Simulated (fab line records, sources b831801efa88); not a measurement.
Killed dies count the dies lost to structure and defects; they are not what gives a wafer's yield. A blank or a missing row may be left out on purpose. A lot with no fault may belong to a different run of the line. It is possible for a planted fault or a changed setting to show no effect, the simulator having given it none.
fab line records / flow sky130 / part 2 of 2: steps 44 to 44 of 44
[record] lots = 6 wafers = 18 last_day = 49
route steps=708 shown VIA3@591 METAL4@598 CAP2M@603 PAD_OPEN@708
lots that met no fault: taken from a fault-free run of the same line
start_h: hours from the record's first day to the start of the lot's first wafer shown / wait_h: hours elapsed since this lot's preceding step / " the same as in the row above / L1.1+2: one row covering several wafers at once / - either no value or no given start / * or withheld: withheld / < > ~ a bound
route shown NAME@n: a module of which the file shows steps, and the number in the route of the first / usual: mean/standard deviation of fault-free wafers / same: alike in all rows / chamber/n: place in a boat / sites: each site's reading / _std_site: standard deviation of those values / _edge_site: the outer-site mean with the inner-site mean subtracted / radius_mm: how far each site lies from the wafer's centre / mask NAME#n: copy n / behind: the tool/chamber that last shaped the wafer / hold: cause of the lot's hold/its duration in hours/its outcome / device: the transistor (n, p or np) that didn't switch / end of line: tests run on the same wafers once the route is complete / a step with no rows: only its recipe / killed: not the wafer's yield, but the dies lost to structure and defects at the first sort / map: shows each die of a wafer: x if killed, . if not, _ if none is there
set.NAME: the run value of the setting; set.NAME@STEP: its run value at that earlier step / model.NAME: the simulator's own value behind a step, which no gauge read
lots seen at some steps along the route; tables by step, rows by wafer
services: when a tool's chamber went out of use (start_h, in hours from the record's first day, below 0 if earlier), for how many hours, and the reason
[[steps]]
[step SKY_PAD_OPEN_PROBE_99]
[usual] defect_limited_yield = 82.8/2 killed_at_M0_to_M3 = 42/7.3 killed_at_M4_up = 3.4/2 killed_at_contacts = 24/5.8 killed_at_front_end = 15/4.6 killed_at_other = 0.3/0.62 killed_dies = 84/9.8 killed_on_rim = 16/3.8 killed_open = 47/6.9 killed_short = 38/6.3
[same] gross_dies = 492 killed_at_back_side = 0
lot.wafer=L305.3 tool=prober-02 chamber=- start_h=1165.30 wait_h=0.2 defect_limited_yield[%]=82.3 killed_at_M0_to_M3=50 killed_at_M4_up=1 killed_at_contacts=23 killed_at_front_end=13 killed_at_other=0 killed_dies=87 killed_on_rim=17 killed_open=51 killed_short=36 model.etest.tester.sort_n_pass=405 model.etest.tester.sort_yield_pct=82.32 model.etest.tester.sort_bin_3_pct=0.813 model.etest.li_comb.over_limit=0 model.etest.nfet_05v0_nvt.over_limit=0 model.etest.field_p.short=0 model.etest.nfet_01v8_swapped.short=0 model.etest.pfet_01v8_lvt.over_limit=0
lot.wafer=L305.5 tool=prober-02 chamber=- start_h=1165.40 wait_h=0.2 defect_limited_yield[%]=85.8 killed_at_M0_to_M3=34 killed_at_M4_up=1 killed_at_contacts=23 killed_at_front_end=10 killed_at_other=2 killed_dies=70 killed_on_rim=10 killed_open=31 killed_short=39 model.etest.tester.sort_n_pass=422 model.etest.tester.sort_yield_pct=85.77 model.etest.tester.sort_bin_3_pct=0.813 model.etest.li_comb.over_limit=0 model.etest.nfet_05v0_nvt.over_limit=0 model.etest.field_p.short=0 model.etest.nfet_01v8_swapped.short=0 model.etest.pfet_01v8_lvt.over_limit=0
lot.wafer=L305.6 tool=prober-02 chamber=- start_h=1165.45 wait_h=0.2 defect_limited_yield[%]=82.5 killed_at_M0_to_M3=43 killed_at_M4_up=2 killed_at_contacts=28 killed_at_front_end=13 killed_at_other=0 killed_dies=86 killed_on_rim=15 killed_open=53 killed_short=33 model.etest.tester.sort_n_pass=406 model.etest.tester.sort_yield_pct=82.52 model.etest.tester.sort_bin_3_pct=1.016 model.etest.li_comb.over_limit=0 model.etest.nfet_05v0_nvt.over_limit=0 model.etest.field_p.short=0 model.etest.nfet_01v8_swapped.short=0 model.etest.pfet_01v8_lvt.over_limit=0
lot.wafer=L307.1 tool=prober-01 chamber=- start_h=1165.87 wait_h=0.1 defect_limited_yield[%]=80.5 killed_at_M0_to_M3=45 killed_at_M4_up=4 killed_at_contacts=28 killed_at_front_end=19 killed_at_other=0 killed_dies=96 killed_on_rim=20 killed_open=57 killed_short=39 model.etest.tester.sort_n_pass=396 model.etest.tester.sort_yield_pct=80.49 model.etest.tester.sort_bin_3_pct=0.2033 model.etest.li_comb.over_limit=0 model.etest.nfet_05v0_nvt.over_limit=0 model.etest.field_p.short=0 model.etest.nfet_01v8_swapped.short=0 model.etest.pfet_01v8_lvt.over_limit=0
lot.wafer=L307.5 tool=prober-01 chamber=- start_h=1166.07 wait_h=0.2 defect_limited_yield[%]=82.5 killed_at_M0_to_M3=41 killed_at_M4_up=3 killed_at_contacts=28 killed_at_front_end=14 killed_at_other=0 killed_dies=86 killed_on_rim=16 killed_open=46 killed_short=40 model.etest.tester.sort_n_pass=406 model.etest.tester.sort_yield_pct=82.52 model.etest.tester.sort_bin_3_pct=1.423 model.etest.li_comb.over_limit=0 model.etest.nfet_05v0_nvt.over_limit=0 model.etest.field_p.short=0 model.etest.nfet_01v8_swapped.short=0 model.etest.pfet_01v8_lvt.over_limit=0
lot.wafer=L307.6 tool=prober-01 chamber=- start_h=1166.12 wait_h=0.2 defect_limited_yield[%]=84.6 killed_at_M0_to_M3=26 killed_at_M4_up=7 killed_at_contacts=28 killed_at_front_end=15 killed_at_other=0 killed_dies=76 killed_on_rim=18 killed_open=35 killed_short=41 model.etest.tester.sort_n_pass=416 model.etest.tester.sort_yield_pct=84.55 model.etest.tester.sort_bin_3_pct=0.6098 model.etest.li_comb.over_limit=0 model.etest.nfet_05v0_nvt.over_limit=0 model.etest.field_p.short=0 model.etest.nfet_01v8_swapped.short=0 model.etest.pfet_01v8_lvt.over_limit=0
lot.wafer=L314.2 tool=prober-02 chamber=- start_h=1173.00 wait_h=0.1 defect_limited_yield[%]=82.7 killed_at_M0_to_M3=50 killed_at_M4_up=5 killed_at_contacts=17 killed_at_front_end=13 killed_at_other=0 killed_dies=85 killed_on_rim=22 killed_open=40 killed_short=45 model.etest.tester.sort_n_pass=407 model.etest.tester.sort_yield_pct=82.72 model.etest.tester.sort_bin_3_pct=1.016 model.etest.li_comb.over_limit=0 model.etest.nfet_05v0_nvt.over_limit=0 model.etest.field_p.short=0 model.etest.nfet_01v8_swapped.short=0 model.etest.pfet_01v8_lvt.over_limit=0
lot.wafer=L314.5 tool=prober-02 chamber=- start_h=1173.15 wait_h=0.2 defect_limited_yield[%]=86.8 killed_at_M0_to_M3=37 killed_at_M4_up=2 killed_at_contacts=17 killed_at_front_end=9 killed_at_other=0 killed_dies=65 killed_on_rim=14 killed_open=33 killed_short=32 model.etest.tester.sort_n_pass=427 model.etest.tester.sort_yield_pct=86.79 model.etest.tester.sort_bin_3_pct=0.6098 model.etest.li_comb.over_limit=0 model.etest.nfet_05v0_nvt.over_limit=0 model.etest.field_p.short=0 model.etest.nfet_01v8_swapped.short=0 model.etest.pfet_01v8_lvt.over_limit=0
lot.wafer=L314.6 tool=prober-02 chamber=- start_h=1173.20 wait_h=0.2 defect_limited_yield[%]=80.5 killed_at_M0_to_M3=49 killed_at_M4_up=3 killed_at_contacts=26 killed_at_front_end=17 killed_at_other=1 killed_dies=96 killed_on_rim=19 killed_open=43 killed_short=53 model.etest.tester.sort_n_pass=0 model.etest.tester.sort_yield_pct=0 model.etest.tester.sort_bin_3_pct=81.91 model.etest.li_comb.over_limit=1 model.etest.nfet_05v0_nvt.over_limit=1 model.etest.field_p.short=1 model.etest.nfet_01v8_swapped.short=1 model.etest.pfet_01v8_lvt.over_limit=1
lot.wafer=L316.3 tool=prober-02 chamber=- start_h=1176.01 wait_h=0.2 defect_limited_yield[%]=81.7 killed_at_M0_to_M3=54 killed_at_M4_up=2 killed_at_contacts=25 killed_at_front_end=9 killed_at_other=0 killed_dies=90 killed_on_rim=21 killed_open=48 killed_short=42 model.etest.tester.sort_n_pass=402 model.etest.tester.sort_yield_pct=81.71 model.etest.tester.sort_bin_3_pct=1.423 model.etest.li_comb.over_limit=0 model.etest.nfet_05v0_nvt.over_limit=0 model.etest.field_p.short=0 model.etest.nfet_01v8_swapped.short=0 model.etest.pfet_01v8_lvt.over_limit=0
lot.wafer=L316.4 tool=prober-02 chamber=- start_h=1176.06 wait_h=0.2 defect_limited_yield[%]=80.9 killed_at_M0_to_M3=52 killed_at_M4_up=2 killed_at_contacts=28 killed_at_front_end=12 killed_at_other=0 killed_dies=94 killed_on_rim=23 killed_open=49 killed_short=45 model.etest.tester.sort_n_pass=0 model.etest.tester.sort_yield_pct=0 model.etest.tester.sort_bin_3_pct=81.91 model.etest.li_comb.over_limit=1 model.etest.nfet_05v0_nvt.over_limit=1 model.etest.field_p.short=1 model.etest.nfet_01v8_swapped.short=1 model.etest.pfet_01v8_lvt.over_limit=1
lot.wafer=L316.6 tool=prober-02 chamber=- start_h=1176.16 wait_h=0.2 defect_limited_yield[%]=82.1 killed_at_M0_to_M3=41 killed_at_M4_up=4 killed_at_contacts=23 killed_at_front_end=20 killed_at_other=0 killed_dies=88 killed_on_rim=15 killed_open=46 killed_short=42 model.etest.tester.sort_n_pass=404 model.etest.tester.sort_yield_pct=82.11 model.etest.tester.sort_bin_3_pct=0.2033 model.etest.li_comb.over_limit=0 model.etest.nfet_05v0_nvt.over_limit=0 model.etest.field_p.short=0 model.etest.nfet_01v8_swapped.short=0 model.etest.pfet_01v8_lvt.over_limit=0
lot.wafer=L319.2 tool=prober-01 chamber=- start_h=1177.12 wait_h=0.1 defect_limited_yield[%]=83.5 killed_at_M0_to_M3=36 killed_at_M4_up=4 killed_at_contacts=21 killed_at_front_end=20 killed_at_other=0 killed_dies=81 killed_on_rim=13 killed_open=47 killed_short=34 model.etest.tester.sort_n_pass=411 model.etest.tester.sort_yield_pct=83.54 model.etest.tester.sort_bin_3_pct=0.4065 model.etest.li_comb.over_limit=0 model.etest.nfet_05v0_nvt.over_limit=0 model.etest.field_p.short=0 model.etest.nfet_01v8_swapped.short=0 model.etest.pfet_01v8_lvt.over_limit=0
lot.wafer=L319.5 tool=prober-01 chamber=- start_h=1177.27 wait_h=0.2 defect_limited_yield[%]=83.7 killed_at_M0_to_M3=40 killed_at_M4_up=5 killed_at_contacts=19 killed_at_front_end=16 killed_at_other=0 killed_dies=80 killed_on_rim=12 killed_open=46 killed_short=34 model.etest.tester.sort_n_pass=412 model.etest.tester.sort_yield_pct=83.74 model.etest.tester.sort_bin_3_pct=1.016 model.etest.li_comb.over_limit=0 model.etest.nfet_05v0_nvt.over_limit=0 model.etest.field_p.short=0 model.etest.nfet_01v8_swapped.short=0 model.etest.pfet_01v8_lvt.over_limit=0
lot.wafer=L319.6 tool=prober-01 chamber=- start_h=1177.32 wait_h=0.2 defect_limited_yield[%]=81.5 killed_at_M0_to_M3=41 killed_at_M4_up=2 killed_at_contacts=27 killed_at_front_end=21 killed_at_other=0 killed_dies=91 killed_on_rim=24 killed_open=50 killed_short=41 model.etest.tester.sort_n_pass=401 model.etest.tester.sort_yield_pct=81.5 model.etest.tester.sort_bin_3_pct=0.4065 model.etest.li_comb.over_limit=0 model.etest.nfet_05v0_nvt.over_limit=0 model.etest.field_p.short=0 model.etest.nfet_01v8_swapped.short=0 model.etest.pfet_01v8_lvt.over_limit=0
lot.wafer=L321.2 tool=prober-01 chamber=- start_h=1181.87 wait_h=0.1 defect_limited_yield[%]=82.1 killed_at_M0_to_M3=56 killed_at_M4_up=4 killed_at_contacts=19 killed_at_front_end=9 killed_at_other=0 killed_dies=88 killed_on_rim=23 killed_open=55 killed_short=33 model.etest.tester.sort_n_pass=404 model.etest.tester.sort_yield_pct=82.11 model.etest.tester.sort_bin_3_pct=0.6098 model.etest.li_comb.over_limit=0 model.etest.nfet_05v0_nvt.over_limit=0 model.etest.field_p.short=0 model.etest.nfet_01v8_swapped.short=0 model.etest.pfet_01v8_lvt.over_limit=0
lot.wafer=L321.4 tool=prober-01 chamber=- start_h=1181.97 wait_h=0.2 defect_limited_yield[%]=82.1 killed_at_M0_to_M3=39 killed_at_M4_up=2 killed_at_contacts=34 killed_at_front_end=13 killed_at_other=0 killed_dies=88 killed_on_rim=19 killed_open=53 killed_short=35 model.etest.tester.sort_n_pass=404 model.etest.tester.sort_yield_pct=82.11 model.etest.tester.sort_bin_3_pct=0.813 model.etest.li_comb.over_limit=0 model.etest.nfet_05v0_nvt.over_limit=0 model.etest.field_p.short=0 model.etest.nfet_01v8_swapped.short=0 model.etest.pfet_01v8_lvt.over_limit=0
lot.wafer=L321.5 tool=prober-01 chamber=- start_h=1182.02 wait_h=0.2 defect_limited_yield[%]=82.5 killed_at_M0_to_M3=45 killed_at_M4_up=1 killed_at_contacts=21 killed_at_front_end=16 killed_at_other=3 killed_dies=86 killed_on_rim=19 killed_open=52 killed_short=34 model.etest.tester.sort_n_pass=406 model.etest.tester.sort_yield_pct=82.52 model.etest.tester.sort_bin_3_pct=0.2033 model.etest.li_comb.over_limit=0 model.etest.nfet_05v0_nvt.over_limit=0 model.etest.field_p.short=0 model.etest.nfet_01v8_swapped.short=0 model.etest.pfet_01v8_lvt.over_limit=0
// killed by level:class
L305.3 VIA1:geometric_particle:open=13 VIA3:geometric_particle:open=9 VIA2:geometric_particle:open=7 CONTACT:geometric_particle:open=7 CONTACT:geometric_particle:short=6 POLY_GATE:geometric_particle:open=4 LI_CONTACT:geometric_particle:short=4 LI_CONTACT:geometric_particle:open=4
L305.5 LI_CONTACT:geometric_particle:open=9 VIA1:geometric_particle:open=8 FIELD_ISO:geometric_particle:short=6 METAL2:geometric_particle:short=6 VIA3:geometric_particle:open=5 CONTACT:geometric_particle:short=5 VIA1:geometric_particle:short=5 CONTACT:geometric_particle:open=4
L305.6 VIA1:geometric_particle:open=11 CONTACT:geometric_particle:open=9 LI_CONTACT:geometric_particle:open=8 VIA2:geometric_particle:open=7 CONTACT:geometric_particle:short=6 VIA1:geometric_particle:short=6 METAL2:geometric_particle:short=5 POLY_GATE:geometric_particle:open=4
L307.1 CONTACT:geometric_particle:open=15 VIA1:geometric_particle:open=11 VIA2:geometric_particle:open=8 VIA1:geometric_particle:short=7 CONTACT:geometric_particle:short=6 FIELD_ISO:geometric_particle:short=5 LI_CONTACT:geometric_particle:open=4 METAL2:geometric_particle:short=4
L307.5 VIA1:geometric_particle:open=10 CONTACT:geometric_particle:open=9 LI_CONTACT:geometric_particle:open=7 METAL2:geometric_particle:short=7 VIA3:geometric_particle:open=7 POLY_GATE:geometric_particle:open=5 METAL3:geometric_particle:short=5 FIELD_ISO:geometric_particle:short=4
L307.6 CONTACT:geometric_particle:open=9 LI_CONTACT:geometric_particle:open=6 VIA1:geometric_particle:open=6 FIELD_ISO:geometric_particle:short=5 METAL4:geometric_particle:short=5 FIELD_ISO:geometric_particle:open=4 LI_CONTACT:geometric_particle:short=4 CONTACT:geometric_particle:short=4
L314.2 METAL1:geometric_particle:short=9 CONTACT:geometric_particle:open=8 VIA1:geometric_particle:short=8 VIA1:geometric_particle:open=6 METAL4:geometric_particle:short=5 VIA2:geometric_particle:short=5 VIA2:geometric_particle:open=5 VIA3:geometric_particle:open=5
L314.5 VIA3:geometric_particle:open=8 VIA1:geometric_particle:open=7 LI_CONTACT:geometric_particle:open=6 METAL1:geometric_particle:short=5 CONTACT:geometric_particle:short=4 VIA2:geometric_particle:open=4 FIELD_ISO:geometric_particle:short=3 LOCAL_INTERCONNECT:geometric_particle:short=3
L314.6 CONTACT:geometric_particle:short=9 CONTACT:geometric_particle:open=9 VIA1:geometric_particle:open=9 METAL2:geometric_particle:short=8 FIELD_ISO:geometric_particle:short=7 VIA3:geometric_particle:open=7 VIA1:geometric_particle:short=6 VIA2:geometric_particle:short=5
L316.3 VIA1:geometric_particle:open=14 CONTACT:geometric_particle:open=9 LI_CONTACT:geometric_particle:open=8 VIA2:geometric_particle:open=8 METAL1:geometric_particle:short=7 VIA1:geometric_particle:short=6 VIA3:geometric_particle:open=6 LOCAL_INTERCONNECT:geometric_particle:short=5
L316.4 VIA1:geometric_particle:open=14 CONTACT:geometric_particle:open=8 METAL2:geometric_particle:short=8 VIA1:geometric_particle:short=8 LI_CONTACT:geometric_particle:open=7 VIA2:geometric_particle:open=7 CONTACT:geometric_particle:short=6 LOCAL_INTERCONNECT:geometric_particle:short=5
L316.6 CONTACT:geometric_particle:open=9 VIA1:geometric_particle:open=9 VIA3:geometric_particle:open=9 VIA2:geometric_particle:open=7 POLY_GATE:geometric_particle:short=6 LI_CONTACT:geometric_particle:open=6 METAL1:geometric_particle:short=5 FIELD_ISO:geometric_particle:short=4
L319.2 VIA1:geometric_particle:open=10 CONTACT:geometric_particle:open=8 FIELD_ISO:geometric_particle:open=4 FIELD_ISO:geometric_particle:short=4 LI_CONTACT:geometric_particle:open=4 VIA2:geometric_particle:open=4 VIA1:geometric_particle:short=4 METAL2:geometric_particle:short=4
L319.5 CONTACT:geometric_particle:open=11 VIA1:geometric_particle:open=11 FIELD_ISO:geometric_particle:short=5 METAL1:geometric_particle:short=5 VIA2:geometric_particle:open=5 CONTACT:geometric_particle:short=4 METAL4:geometric_particle:short=4 POLY_GATE:geometric_particle:open=3
L319.6 VIA1:geometric_particle:open=13 CONTACT:geometric_particle:open=8 CONTACT:geometric_particle:short=7 FIELD_ISO:geometric_particle:short=6 METAL3:geometric_particle:short=6 LOCAL_INTERCONNECT:geometric_particle:short=5 VIA3:geometric_particle:open=5 VIA1:geometric_particle:short=5
L321.2 VIA1:geometric_particle:open=13 VIA2:geometric_particle:open=11 METAL2:geometric_particle:short=9 CONTACT:geometric_particle:open=9 VIA3:geometric_particle:open=7 LI_CONTACT:geometric_particle:open=5 FIELD_ISO:geometric_particle:short=3 VIA2:geometric_particle:short=3
L321.4 CONTACT:geometric_particle:open=17 LI_CONTACT:geometric_particle:open=7 VIA1:geometric_particle:open=6 VIA3:geometric_particle:open=6 METAL1:geometric_particle:short=5 LI_CONTACT:geometric_particle:short=5 CONTACT:geometric_particle:short=5 VIA2:geometric_particle:open=5
L321.5 VIA1:geometric_particle:open=11 CONTACT:geometric_particle:open=7 VIA3:geometric_particle:open=7 LI_CONTACT:geometric_particle:open=6 VIA2:geometric_particle:open=6 VIA1:geometric_particle:short=5 METAL1:geometric_particle:short=5 VIA2:geometric_particle:short=4
[[services]]
tool=pvd_sputter-04 chamber=- start_h=1020.20 hours=3.7 kind=repair
tool=rie_diel-01 chamber=2 start_h=1021.52 hours=14.5 kind=repair
tool=rie_metal-03 chamber=- start_h=1031.39 hours=0.3 kind=repair
tool=rie_diel-02 chamber=0 start_h=1034.32 hours=12.5 kind=repair
tool=pecvd-01 chamber=- start_h=1041.14 hours=1.3 kind=repair
tool=pvd_sputter-03 chamber=1 start_h=1045.05 hours=- kind=consumable_replace:kit
tool=pvd_sputter-03 chamber=1 start_h=1045.05 hours=18.0 kind=scheduled_down
tool=pvd_sputter-03 chamber=1 start_h=1045.05 hours=18.0 kind=vent_cycle
tool=cmp-01 chamber=- start_h=1050.40 hours=1.1 kind=repair
tool=rie_diel-02 chamber=3 start_h=1052.92 hours=2.6 kind=repair
tool=pecvd-03 chamber=- start_h=1058.54 hours=23.0 kind=repair
tool=cvd_w-02 chamber=0 start_h=1059.97 hours=10.6 kind=repair
tool=pecvd-04 chamber=2 start_h=1060.04 hours=2.1 kind=scheduled_down
tool=cmp-01 chamber=- start_h=1062.40 hours=1.6 kind=repair
tool=cmp-01 chamber=- start_h=1063.49 hours=0.7 kind=repair
tool=cmp-02 chamber=- start_h=1070.42 hours=0.4 kind=repair
tool=pecvd-01 chamber=2 start_h=1079.49 hours=2.1 kind=scheduled_down
tool=cmp-02 chamber=- start_h=1084.04 hours=4.0 kind=pm
tool=cmp-02 chamber=- start_h=1088.04 hours=- kind=consumable_replace:conditioner
tool=cmp-02 chamber=- start_h=1088.04 hours=- kind=consumable_replace:pad
tool=cmp-01 chamber=- start_h=1093.63 hours=1.4 kind=repair
tool=rie_diel-03 chamber=2 start_h=1093.71 hours=- kind=clean
tool=rie_diel-03 chamber=2 start_h=1093.71 hours=15.5 kind=scheduled_down
tool=rie_diel-03 chamber=2 start_h=1093.71 hours=15.5 kind=vent_cycle
[[key]]
[first_sign] step = SKY_CAP2M_THK_MEAS_01 reading = CAP2M_CVD_00_THK direction = up sigmas = 52 usual = 15.53 struck = 29.06
[effect] step = SKY_METAL4_ETCH_17 reading = oes_product_au direction = up sigmas = 31 usual = 0.755 struck = 1.014
[model_effect] step = SKY_CAP2M_CVD_00 value = SiO2_of_CAP2M_CVD_00.thk_nm without = 15.73 struck = 29.07
[model_effect] step = SKY_METAL4_ETCH_17 value = etch.depth_nm without = 15.73 struck = 25.97
[model_effect] step = SKY_PAD_OPEN_PROBE_99 value = etest.tester.sort_n_pass without = 397 struck = 0
met_at SKY_CAP2M_CVD_00
struck_wafers L314.6,L316.4
onset_between 1034.53 1043.32
[fault] kind = process_parameter_drift tool = pecvd-01 chamber = 0 onset_h = 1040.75 steps = SKY_CAP2M_CVD_00 channel = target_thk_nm offset = 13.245 shape = step end_h = 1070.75 acts_in = these_recipes_only stated = 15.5
